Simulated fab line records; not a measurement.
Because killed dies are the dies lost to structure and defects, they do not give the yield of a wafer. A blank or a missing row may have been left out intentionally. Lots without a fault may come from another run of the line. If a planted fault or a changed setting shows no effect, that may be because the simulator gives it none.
A struck lot beside a sound one -- flow sky130 -- 22 steps out of a route of 708
Sound: wafers L682.1, L682.2, L682.5. Struck: wafer L687.4 (L687.5, L687.6, from the same lot, were not struck and are left out); the cause is given at the end.
For every step that has rows: the tool of each side, followed by ch and its chambers, followed by its first start. Under that, the readings that differ: sound wafers -- struck wafers -- difference of the means -- sigmas: that difference in standard deviations of wafers without a fault.
alike: same words and numbers on both sides, and readings whose means sit less than 2 such deviations apart. not compared: any withheld reading, any reading some wafer has no value for, any bound like >300 that may hide the same value, and any number with overlapping values for which the record gives no deviation.
A row with sigmas, a row that says differs or no value, or rows on one side alone: a step with any of these is where the two part. Numbers that have no deviation but don't overlap get no sigmas and don't part them. A reading missing from all wafers of one side parts the sides only when that side holds two or more wafers.

first, 1 step without rows for these wafers: SKY_CAPM_DEVELOP_11 (develop time 60 s).
SKY_CAPM_OVL_MEAS_12:
  sound: overlay-02 at day 38 00:55; struck: overlay-01 at day 39 22:17
reading,sound,struck,difference,sigmas
CAPM_OVL (nm),-1.4 -1.7 -1.1,2.8,+4.2,+3
SKY_CAPM_METAL_ETCH_13: etches TiN in Cl2/BCl3, stops on SiO2, target depth 220 nm, time 62.9 s.
  sound on rie_metal-03 ch 0,1, day 38 00:57; struck on rie_metal-02 ch 1, day 39 22:20
  alike: chamber_pressure_mTorr, drypump_motor_current_A, oes_product_au, throttle_valve_pct
  not compared: rf_hours_counter_h
SKY_CAPM_STRIP_14: strips in O2/N2.
  sound on plasma_asher-02 ch 0,1, day 38 01:02; struck on plasma_asher-01 ch 1, day 39 22:25
reading,sound,struck,difference,sigmas
oes_product_au (a.u.),0.720 0.713 0.702,0.701,-0.011,-2
  alike: chamber_pressure_mTorr, drypump_motor_current_A, strip_time_to_endpoint_s
  not compared: rf_hours_counter_h
then, 8 steps without rows for these wafers: SKY_CAPM_STRIP_15 (strips in post etch residue remover, time 1200 s); SKY_CAPM_CLEAN_16 (cleans in IPA, time 180 s); SKY_CAPM_CLEAN_17 (cleans in O3/DIW); SKY_METAL3_DEHYDRATE_05 (time 60 s); SKY_METAL3_HMDS_06 (prime time 60 s); SKY_METAL3_COAT_07 (resist thk 60 nm); SKY_METAL3_COAT_08 (resist thk 1140 nm); SKY_METAL3_SOFTBAKE_09 (time 90 s).
SKY_METAL3_EXPOSE_10: exposes mask MM3, target cd 300 nm.
  sound on krf_scanner-01 ch 0, day 38 14:13; struck on krf_scanner-01 ch 0, day 40 11:59
  alike: mask, reticle_temp_C
then, 2 steps without rows for these wafers: SKY_METAL3_PEB_11; SKY_METAL3_DEVELOP_12 (develop time 60 s).
SKY_METAL3_CD_MEAS_13: the cd target is 300 nm.
  sound: cd_sem-01 at day 39 02:41; struck: cd_sem-02 at day 40 23:52
reading,sound,struck,difference,sigmas
cd_nm (nm),301.2 301.7 301.8,247.0,-54.6,-34
SKY_METAL3_OVL_MEAS_14:
  sound: overlay-01 at day 39 02:48; struck: overlay-02 at day 40 23:57
  alike: METAL3_OVL
SKY_METAL3_DESCUM_15: chemistry O2, time 8 s.
  sound on rie_metal-03 ch 0,1, day 39 02:50; struck on rie_metal-01 ch 1, day 40 23:59
reading,sound,struck,difference,sigmas
oes_product_au (a.u.),1.008 1.020 1.025,0.988,-0.030,-3
model.METAL3.cd_nm (nm),301.8 300.8 301.3,248.3,-53.0,
  alike: chamber_pressure_mTorr, drypump_motor_current_A
  not compared: rf_hours_counter_h
SKY_METAL3_ETCH_16: etches BARC in N2/H2, stops on SiO2, time 88.2 s, target depth 60 nm.
  sound on rie_metal-03 ch 0,1, day 39 02:52; struck on rie_metal-01 ch 1, day 41 00:02
  alike: chamber_pressure_mTorr, drypump_motor_current_A, oes_product_au, throttle_valve_pct
  not compared: rf_hours_counter_h
SKY_METAL3_ETCH_17: etches SiO2 in C4F8/O2/Ar, stops on TiN, time 3.9 s, target depth 15 nm.
  sound on rie_diel-01 ch 0,2, day 39 02:58; struck on rie_diel-03 ch 2, day 41 00:07
  alike: chamber_pressure_mTorr, oes_product_au
  not compared: rf_hours_counter_h
SKY_METAL3_METAL_ETCH_18: etches the open film in Cl2/BCl3, stops on SiO2, target depth 845 nm, time 183.1 s.
  sound on rie_metal-01 ch 0,1, day 39 02:59; struck on rie_metal-03 ch 0, day 41 00:11
reading,sound,struck,difference,sigmas
model.METAL3.cd_nm (nm),307.7 311.2 311,248.7,-61.3,
  alike: chamber_pressure_mTorr, drypump_motor_current_A, oes_product_au, throttle_valve_pct
  not compared: rf_hours_counter_h
SKY_METAL3_STRIP_19: strips in O2/N2.
  sound on plasma_asher-01 ch 0,1, day 39 03:10; struck on plasma_asher-01 ch 1, day 41 00:20
  alike: chamber_pressure_mTorr, drypump_motor_current_A, oes_product_au, strip_time_to_endpoint_s
  not compared: rf_hours_counter_h

## WHERE THEY PART
First at SKY_CAPM_OVL_MEAS_12; last, within this record, at SKY_METAL3_DESCUM_15. Later steps at which nothing parts them and some readings are alike: SKY_METAL3_ETCH_16, SKY_METAL3_ETCH_17, SKY_METAL3_METAL_ETCH_18, SKY_METAL3_STRIP_19.

WHY: what had been put in by the simulator
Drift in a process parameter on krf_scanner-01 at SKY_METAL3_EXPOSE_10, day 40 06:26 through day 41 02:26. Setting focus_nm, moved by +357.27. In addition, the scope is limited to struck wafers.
